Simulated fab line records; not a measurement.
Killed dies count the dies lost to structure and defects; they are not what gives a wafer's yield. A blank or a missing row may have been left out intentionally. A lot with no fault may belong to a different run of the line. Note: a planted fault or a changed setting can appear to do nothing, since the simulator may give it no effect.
fab line records ; flow sfqLine
record: lots: 14; wafers: 42; lastDay: 93
route steps=325 shown M0@29 I0@53 M2@98
lots that met no fault: from a run of the same line without faults
startH: hours from the record's first day to the start of the lot's first wafer shown ; waitH: hours since the lot's step before ; " identical to the entry in the row above ; L1.1+2: one row covering several wafers at once ; - either no value or no given start ; * or withheld: withheld ; < > ~ a bound
route shown NAME@n: names a module that has steps shown in the file, with the first one's number in the route ; usual: mean/standard deviation taken from wafers without a fault ; same: alike in all rows ; chamber/n: place in a boat ; sites: per-site readings ; _std_site: standard deviation across them ; _edge_site: inner sites' mean taken away from outer sites' mean ; radiusMm: how far each site lies from the wafer's centre ; mask NAME#n: copy n ; behind: the last tool/chamber to shape the wafer ; hold: why the lot went on hold/how many hours it stayed there/how the hold came to an end ; device: which transistor (n, p or np) failed to switch ; end of line: the tests these same wafers got at the end of their route ; a step with no rows: only its recipe ; killed: the dies lost at the first sort to structure and to defects; this is not the yield of the wafer ; map: a wafer's dies, x killed, . not, _ none there
set.NAME: the setting as run; set.NAME@STEP: as run at that earlier step ; model.NAME: the simulator's own value behind a step, which no gauge read
a sample of lots followed through the steps of the route, with each step as a table and each wafer as a row
services: when a tool's chamber went out of use (startH, in hours from the record's first day, below 0 if earlier), for how many hours, and the reason
== steps ==
step: SFQ_TRILAYER_M0_DEP_SPUTTER_019
recipe: material: Nb; basePressurePa: 1.33e-06; chamberPressurePa: 0.1333; substrateTempC: 20; resputterCathodeVoltageV: 400; targetThkNm: 200; powerW: 2000; timeS: 133.3
usual: throttleValvePct: 29.9/0.9
lot.wafer;tool;chamber;startH;waitH;throttleValvePct
L712.2;pvdSputter-04;-;137.96;0.0;31.3
L712.3;pvdSputter-04;-;137.96;0.0;30.2
L712.6;pvdSputter-04;-;137.96;0.0;28.5
L713.1;pvdSputter-05;-;145.78;0.0;30.7
L713.3;pvdSputter-05;-;145.78;0.0;29.2
L713.4;pvdSputter-05;-;145.78;0.0;29.9
L717.1;pvdSputter-05;-;172.64;0.0;30.0
L717.3;pvdSputter-05;-;172.64;0.0;30.7
L717.4;pvdSputter-05;-;172.64;0.0;29.4
L721.2;pvdSputter-06;-;193.04;0.0;30.6
L721.3;pvdSputter-06;-;193.04;0.0;29.8
L721.4;pvdSputter-06;-;193.04;0.0;28.2
L723.3;pvdSputter-06;-;212.40;0.0;30.9
L723.4;pvdSputter-06;-;212.40;0.0;29.8
L723.5;pvdSputter-06;-;212.40;0.0;30.1
L724.2;pvdSputter-05;-;214.80;0.0;30.4
L724.3;pvdSputter-05;-;214.80;0.0;30.3
L724.4;pvdSputter-05;-;214.80;0.0;29.5
L727.2;pvdSputter-04;-;239.98;0.0;30.4
L727.3;pvdSputter-04;-;239.98;0.0;28.7
L727.5;pvdSputter-04;-;239.98;0.0;28.6
L728.3;pvdSputter-05;-;244.79;0.0;30.1
L728.4;pvdSputter-05;-;244.79;0.0;30.2
L728.5;pvdSputter-05;-;244.79;0.0;30.0
L729.4;pvdSputter-05;-;255.58;0.0;30.4
L729.5;pvdSputter-05;-;255.58;0.0;29.2
L729.6;pvdSputter-05;-;255.58;0.0;30.4
L730.2;pvdSputter-04;-;263.98;0.0;28.9
L730.3;pvdSputter-04;-;263.98;0.0;31.4
L730.4;pvdSputter-04;-;263.98;0.0;29.1
L731.4;pvdSputter-05;-;274.84;0.0;31.2
L731.5;pvdSputter-05;-;274.84;0.0;30.4
L731.6;pvdSputter-05;-;274.84;0.0;29.4
L733.1;pvdSputter-05;-;290.02;0.0;31.2
L733.2;pvdSputter-05;-;290.02;0.0;29.9
L733.3;pvdSputter-05;-;290.02;0.0;30.6
L734.1;pvdSputter-04;-;298.42;0.0;31.4
L734.3;pvdSputter-04;-;298.42;0.0;30.3
L734.6;pvdSputter-04;-;298.42;0.0;30.4
L735.1;pvdSputter-04;-;305.62;0.0;29.3
L735.3;pvdSputter-04;-;305.62;0.0;30.1
L735.4;pvdSputter-04;-;305.62;0.0;28.7
step: SFQ_M0_RS_MEAS_904
recipe: thkMeasGauge: four-point-probe; reads: Nb_of_TRILAYER_M0_DEP_SPUTTER_019
usual: M0_NB_RS: 0.891/0.008
lot.wafer;tool;chamber;startH;waitH;hold;M0_NB_RS[ohm/sq]
L712.2;filmMetro-02;-;139.07;1.1;-;0.896
L712.3;filmMetro-02;-;139.07;1.1;-;0.891
L712.6;filmMetro-02;-;139.07;1.1;-;0.899
L713.1;filmMetro-02;-;145.87;0.0;-;0.896
L713.3;filmMetro-02;-;145.87;0.0;-;0.893
L713.4;filmMetro-02;-;145.87;0.0;-;0.892
L717.1;filmMetro-03;-;172.73;0.0;-;0.877
L717.3;filmMetro-03;-;172.73;0.0;-;0.881
L717.4;filmMetro-03;-;172.73;0.0;-;0.876
L721.2;filmMetro-01;-;193.15;0.1;awaitDispo/0.2h/release;0.884
L721.3;filmMetro-01;-;193.15;0.1;awaitDispo/0.2h/release;1.018
L721.4;filmMetro-01;-;193.15;0.1;awaitDispo/0.2h/release;0.890
L721.2;filmMetro-01;-;193.44;0.3;-;0.884
L721.3;filmMetro-01;-;193.44;0.3;-;1.018
L721.4;filmMetro-01;-;193.44;0.3;-;0.891
L723.3;filmMetro-01;-;212.53;0.1;awaitDispo/0.2h/release;1.027
L723.4;filmMetro-01;-;212.53;0.1;awaitDispo/0.2h/release;0.887
L723.5;filmMetro-01;-;212.53;0.1;awaitDispo/0.2h/release;1.037
L723.3;filmMetro-01;-;212.82;0.3;-;1.027
L723.4;filmMetro-01;-;212.82;0.3;-;0.888
L723.5;filmMetro-01;-;212.82;0.3;-;1.035
L724.2;filmMetro-02;-;214.91;0.1;-;0.891
L724.3;filmMetro-02;-;214.91;0.1;-;0.885
L724.4;filmMetro-02;-;214.91;0.1;-;0.892
L727.2;filmMetro-02;-;240.09;0.1;-;0.898
L727.3;filmMetro-02;-;240.09;0.1;-;0.908
L727.5;filmMetro-02;-;240.09;0.1;-;0.896
L728.3;filmMetro-02;-;244.92;0.1;-;0.876
L728.4;filmMetro-02;-;244.92;0.1;-;0.882
L728.5;filmMetro-02;-;244.92;0.1;-;0.878
L729.4;filmMetro-02;-;255.73;0.1;-;0.891
L729.5;filmMetro-02;-;255.73;0.1;-;0.895
L729.6;filmMetro-02;-;255.73;0.1;-;0.883
L730.2;filmMetro-03;-;264.09;0.1;-;0.904
L730.3;filmMetro-03;-;264.09;0.1;-;0.904
L730.4;filmMetro-03;-;264.09;0.1;-;0.903
L731.4;filmMetro-02;-;274.95;0.1;-;0.890
L731.5;filmMetro-02;-;274.95;0.1;-;0.881
L731.6;filmMetro-02;-;274.95;0.1;-;0.890
L733.1;filmMetro-01;-;290.11;0.0;-;0.890
L733.2;filmMetro-01;-;290.11;0.0;-;0.881
L733.3;filmMetro-01;-;290.11;0.0;-;0.896
L734.1;filmMetro-03;-;298.51;0.0;-;0.902
L734.3;filmMetro-03;-;298.51;0.0;-;0.891
L734.6;filmMetro-03;-;298.51;0.0;-;0.891
L735.1;filmMetro-02;-;305.71;0.0;-;0.883
L735.3;filmMetro-02;-;305.71;0.0;-;0.881
L735.4;filmMetro-02;-;305.71;0.0;-;0.891
step: SFQ_M0_OVL_MEAS_906
usual: M0_OVL: 2/6
lot.wafer;tool;chamber;startH;waitH;M0_OVL[nm]
L712.2;overlay-01;-;223.47;0.1;8
L712.3;overlay-01;-;223.47;0.1;13
L712.6;overlay-01;-;223.47;0.1;13
L713.1;overlay-01;-;227.06;0.1;4
L713.3;overlay-01;-;227.06;0.1;-1
L713.4;overlay-01;-;227.06;0.1;-2
L717.1;overlay-01;-;261.86;0.1;-8
L717.3;overlay-01;-;261.86;0.1;-10
L717.4;overlay-01;-;261.86;0.1;-3
L721.2;overlay-01;-;292.70;0.1;-9
L721.3;overlay-01;-;292.70;0.1;-1
L721.4;overlay-01;-;292.70;0.1;-9
L723.3;overlay-02;-;308.31;0.1;-8
L723.4;overlay-02;-;308.31;0.1;1
L723.5;overlay-02;-;308.31;0.1;-6
L724.2;overlay-01;-;310.70;0.1;6
L724.3;overlay-01;-;310.70;0.1;7
L724.4;overlay-01;-;310.70;0.1;9
L727.2;overlay-02;-;350.75;0.1;1
L727.3;overlay-02;-;350.75;0.1;17
L727.5;overlay-02;-;350.75;0.1;8
L728.3;overlay-02;-;355.55;0.1;-1
L728.4;overlay-02;-;355.55;0.1;3
L728.5;overlay-02;-;355.55;0.1;3
L729.4;overlay-01;-;372.48;0.1;5
L729.5;overlay-01;-;372.48;0.1;0
L729.6;overlay-01;-;372.48;0.1;2
L730.2;overlay-01;-;383.40;0.1;4
L730.3;overlay-01;-;383.40;0.1;7
L730.4;overlay-01;-;383.40;0.1;8
L731.4;overlay-02;-;397.81;0.1;13
L731.5;overlay-02;-;397.81;0.1;9
L731.6;overlay-02;-;397.81;0.1;9
L733.1;overlay-02;-;425.24;0.1;-2
L733.2;overlay-02;-;425.24;0.1;-4
L733.3;overlay-02;-;425.24;0.1;-1
L734.1;overlay-01;-;441.76;0.1;4
L734.3;overlay-01;-;441.76;0.1;2
L734.6;overlay-01;-;441.76;0.1;4
L735.1;overlay-02;-;450.16;0.1;-7
L735.3;overlay-02;-;450.16;0.1;-5
L735.4;overlay-02;-;450.16;0.1;3
step: SFQ_TRILAYER_M0_ETCH_METAL_ETCH_024
recipe: target: Nb; stopOn: SiO2; maskMaterial: PR; chemistry: Cl2/Ar; targetDepthNm: 240; icpW: 600; biasW: 80; pressureMtorr: 10; timeS: 120
usual: chamberPressureMTorr: 10.000/0.0082; drypumpMotorCurrentA: 6.2/0.45; oesProductAu: 0.893/0.0063
lot.wafer;tool;chamber;startH;waitH;chamberPressureMTorr;drypumpMotorCurrentA;oesProductAu;rfHoursCounterH
L712.2;rieMetal-02;1;223.56;0.0;9.991;6.8;0.893;15
L712.3;rieMetal-02;1;223.56;0.0;10.002;6.8;0.896;-
L712.6;rieMetal-02;0;223.56;0.0;9.995;6.4;0.889;-
L713.1;rieMetal-03;1;227.16;0.0;9.999;6.3;0.881;20
L713.3;rieMetal-03;1;227.16;0.0;10.002;6.3;0.889;-
L713.4;rieMetal-03;0;227.16;0.0;10.006;5.5;0.892;-
L717.1;rieMetal-02;0;261.96;0.0;10.001;6.4;0.901;132
L717.3;rieMetal-02;0;261.96;0.0;9.997;6.4;0.901;-
L717.4;rieMetal-02;1;261.96;0.0;10.000;6.8;0.900;-
L721.2;rieMetal-02;1;292.79;0.0;9.996;6.8;0.901;26
L721.3;rieMetal-02;0;292.79;0.0;10.003;6.4;0.821;-
L721.4;rieMetal-02;1;292.79;0.0;9.998;6.8;0.883;-
L723.3;rieMetal-03;1;308.54;0.1;10.004;6.3;0.820;-
L723.4;rieMetal-03;1;308.54;0.1;9.991;6.3;0.896;-
L723.5;rieMetal-03;1;308.54;0.1;9.994;6.3;0.822;-
L724.2;rieMetal-02;0;310.79;0.0;10.004;6.4;0.890;139
L724.3;rieMetal-02;0;310.79;0.0;10.010;6.4;0.892;-
L724.4;rieMetal-02;1;310.79;0.0;9.990;6.8;0.892;-
L727.2;rieMetal-04;1;350.84;0.0;10.002;6.2;0.890;98
L727.3;rieMetal-04;0;350.84;0.0;10.016;5.6;0.890;-
L727.5;rieMetal-04;0;350.84;0.0;9.985;5.7;0.901;-
L728.3;rieMetal-04;0;355.68;0.1;9.995;5.7;0.896;-
L728.4;rieMetal-04;1;355.68;0.1;9.989;6.3;0.898;-
L728.5;rieMetal-04;0;355.68;0.1;10.010;5.7;0.910;-
L729.4;rieMetal-04;0;372.60;0.1;9.994;5.6;0.901;-
L729.5;rieMetal-04;0;372.60;0.1;10.005;5.7;0.895;-
L729.6;rieMetal-04;1;372.60;0.1;9.990;6.2;0.901;-
L730.2;rieMetal-02;0;383.49;0.0;9.994;6.4;0.881;147
L730.3;rieMetal-02;1;383.49;0.0;9.995;6.8;0.880;-
L730.4;rieMetal-02;0;383.49;0.0;9.999;6.4;0.891;-
L731.4;rieMetal-03;0;397.93;0.1;9.997;5.4;0.896;-
L731.5;rieMetal-03;0;397.93;0.1;9.995;5.4;0.909;-
L731.6;rieMetal-03;1;397.93;0.1;10.010;6.3;0.902;-
L733.1;rieMetal-04;1;425.33;0.0;10.011;6.3;0.894;106
L733.2;rieMetal-04;0;425.33;0.0;9.999;5.7;0.893;166
L733.3;rieMetal-04;0;425.33;0.0;10.023;5.7;0.885;-
L734.1;rieMetal-04;1;441.86;0.0;10.005;6.3;0.886;109
L734.3;rieMetal-04;0;441.86;0.0;9.991;5.6;0.900;-
L734.6;rieMetal-04;1;441.86;0.0;10.011;6.3;0.892;-
L735.1;rieMetal-04;1;450.32;0.1;10.008;6.2;0.895;110
L735.3;rieMetal-04;1;450.32;0.1;9.991;6.2;0.901;-
L735.4;rieMetal-04;1;450.32;0.1;10.003;6.2;0.892;-
step: SFQ_I0_OVL_MEAS_908
usual: I0_OVL: 3/5
lot.wafer;tool;chamber;startH;waitH;I0_OVL[nm]
L712.2;overlay-02;-;333.50;0.1;6
L712.3;overlay-02;-;333.50;0.1;5
L712.6;overlay-02;-;333.50;0.1;6
L713.1;overlay-02;-;338.74;0.1;5
L713.3;overlay-02;-;338.74;0.1;9
L713.4;overlay-02;-;338.74;0.1;3
L717.1;overlay-02;-;379.79;0.1;8
L717.3;overlay-02;-;379.79;0.1;7
L717.4;overlay-02;-;379.79;0.1;12
L721.2;overlay-02;-;440.57;0.1;7
L721.3;overlay-02;-;440.57;0.1;8
L721.4;overlay-02;-;440.57;0.1;12
L723.3;overlay-01;-;457.50;0.1;-4
L723.4;overlay-01;-;457.50;0.1;1
L723.5;overlay-01;-;457.50;0.1;-1
L724.2;overlay-01;-;460.43;0.1;1
L724.3;overlay-01;-;460.43;0.1;-8
L724.4;overlay-01;-;460.43;0.1;-5
L727.2;overlay-01;-;507.80;0.1;1
L727.3;overlay-01;-;507.80;0.1;1
L727.5;overlay-01;-;507.80;0.1;1
L728.3;overlay-02;-;514.43;0.1;3
L728.4;overlay-02;-;514.43;0.1;3
L728.5;overlay-02;-;514.43;0.1;0
L729.4;overlay-01;-;535.51;0.1;5
L729.5;overlay-01;-;535.51;0.1;0
L729.6;overlay-01;-;535.51;0.1;1
L730.2;overlay-01;-;547.50;0.1;-5
L730.3;overlay-01;-;547.50;0.1;1
L730.4;overlay-01;-;547.50;0.1;-4
L731.4;overlay-02;-;567.91;0.1;10
L731.5;overlay-02;-;567.91;0.1;8
L731.6;overlay-02;-;567.91;0.1;6
L733.1;overlay-01;-;591.35;0.1;-4
L733.2;overlay-01;-;591.35;0.1;4
L733.3;overlay-01;-;591.35;0.1;1
L734.1;overlay-02;-;603.48;0.1;5
L734.3;overlay-02;-;603.48;0.1;-1
L734.6;overlay-02;-;603.48;0.1;5
L735.1;overlay-02;-;619.41;0.1;13
L735.3;overlay-02;-;619.41;0.1;12
L735.4;overlay-02;-;619.41;0.1;4
step: SFQ_M2_OVL_MEAS_916
usual: M2_OVL: 3/5.6
lot.wafer;tool;chamber;startH;waitH;M2_OVL[nm]
L712.2;overlay-02;-;653.03;0.1;3
L712.3;overlay-02;-;653.03;0.1;-5
L712.6;overlay-02;-;653.03;0.1;-2
L713.1;overlay-01;-;656.64;0.1;3
L713.3;overlay-01;-;656.64;0.1;2
L713.4;overlay-01;-;656.64;0.1;1
L717.1;overlay-02;-;833.26;0.1;-1
L717.3;overlay-02;-;833.26;0.1;-2
L717.4;overlay-02;-;833.26;0.1;4
L721.2;overlay-02;-;887.64;0.1;10
L721.3;overlay-02;-;887.64;0.1;4
L721.4;overlay-02;-;887.64;0.1;11
L723.3;overlay-02;-;894.85;0.1;-3
L723.4;overlay-02;-;894.85;0.1;-3
L723.5;overlay-02;-;894.85;0.1;-2
L724.2;overlay-02;-;897.24;0.1;11
L724.3;overlay-02;-;897.24;0.1;10
L724.4;overlay-02;-;897.24;0.1;15
L727.2;overlay-02;-;906.84;0.1;1
L727.3;overlay-02;-;906.84;0.1;0
L727.5;overlay-02;-;906.84;0.1;-5
L728.3;overlay-01;-;912.85;0.1;7
L728.4;overlay-01;-;912.85;0.1;8
L728.5;overlay-01;-;912.85;0.1;11
L729.4;overlay-01;-;915.25;0.1;8
L729.5;overlay-01;-;915.25;0.1;11
L729.6;overlay-01;-;915.25;0.1;3
L730.2;overlay-01;-;917.64;0.1;3
L730.3;overlay-01;-;917.64;0.1;-2
L730.4;overlay-01;-;917.64;0.1;-3
L731.4;overlay-01;-;920.05;0.1;9
L731.5;overlay-01;-;920.05;0.1;5
L731.6;overlay-01;-;920.05;0.1;3
L733.1;overlay-02;-;923.63;0.1;-8
L733.2;overlay-02;-;923.63;0.1;0
L733.3;overlay-02;-;923.63;0.1;3
L734.1;overlay-02;-;926.03;0.1;-4
L734.3;overlay-02;-;926.03;0.1;-1
L734.6;overlay-02;-;926.03;0.1;-3
L735.1;overlay-01;-;927.23;0.1;-1
L735.3;overlay-01;-;927.23;0.1;0
L735.4;overlay-01;-;927.23;0.1;1
== services ==
tool;chamber;startH;hours;kind
pvdSputter-04;-;131.97;3.1;repair
pvdSputter-04;-;145.30;1.6;repair
pvdSputter-06;-;154.71;1.1;repair
rieMetal-03;-;162.70;1.4;pm
rieMetal-04;-;165.69;2.8;pm
rieMetal-03;1;247.40;6.9;repair
pvdSputter-06;-;265.71;9.9;repair
pvdSputter-05;2;267.68;-;consumableReplace:kit
pvdSputter-05;2;267.68;18.0;scheduledDown
pvdSputter-05;2;267.68;18.0;ventCycle
rieMetal-03;0;303.00;11.5;repair
pvdSputter-04;-;319.85;0.8;repair
pvdSputter-04;-;380.56;4.3;repair
rieMetal-04;-;388.99;1.4;pm
pvdSputter-06;-;398.62;2.3;repair
pvdSputter-04;-;421.94;4.6;repair
pvdSputter-04;-;429.73;4.9;repair
rieMetal-04;0;442.59;-;clean
rieMetal-04;0;442.59;20.4;scheduledDown
rieMetal-04;0;442.59;20.4;ventCycle
== key ==
firstSign: step: SFQ_M0_RS_MEAS_904; reading: visit; direction: added
effect: step: SFQ_M0_RS_MEAS_904; reading: M0_NB_RS; direction: up; sigmas: 17; usual: 0.891; struck: 1.027
effect: step: SFQ_TRILAYER_M0_ETCH_METAL_ETCH_024; reading: oesProductAu; direction: down; sigmas: 12; usual: 0.893; struck: 0.821
metAt SFQ_TRILAYER_M0_DEP_SPUTTER_019
struckLots L721,L723
struckWafers L721.3,L723.3,L723.5
notActingAt SFQ_M0_OVL_MEAS_906,SFQ_I0_OVL_MEAS_908,SFQ_M2_OVL_MEAS_916
fault: kind: processParameterDrift; tool: pvdSputter-06; chamber: -; onsetH: 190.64; steps: SFQ_TRILAYER_M0_DEP_SPUTTER_019; channel: timeS; offset: *; shape: step; endH: 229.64; scope: struckWafersOnly; actsIn: *; stated: *
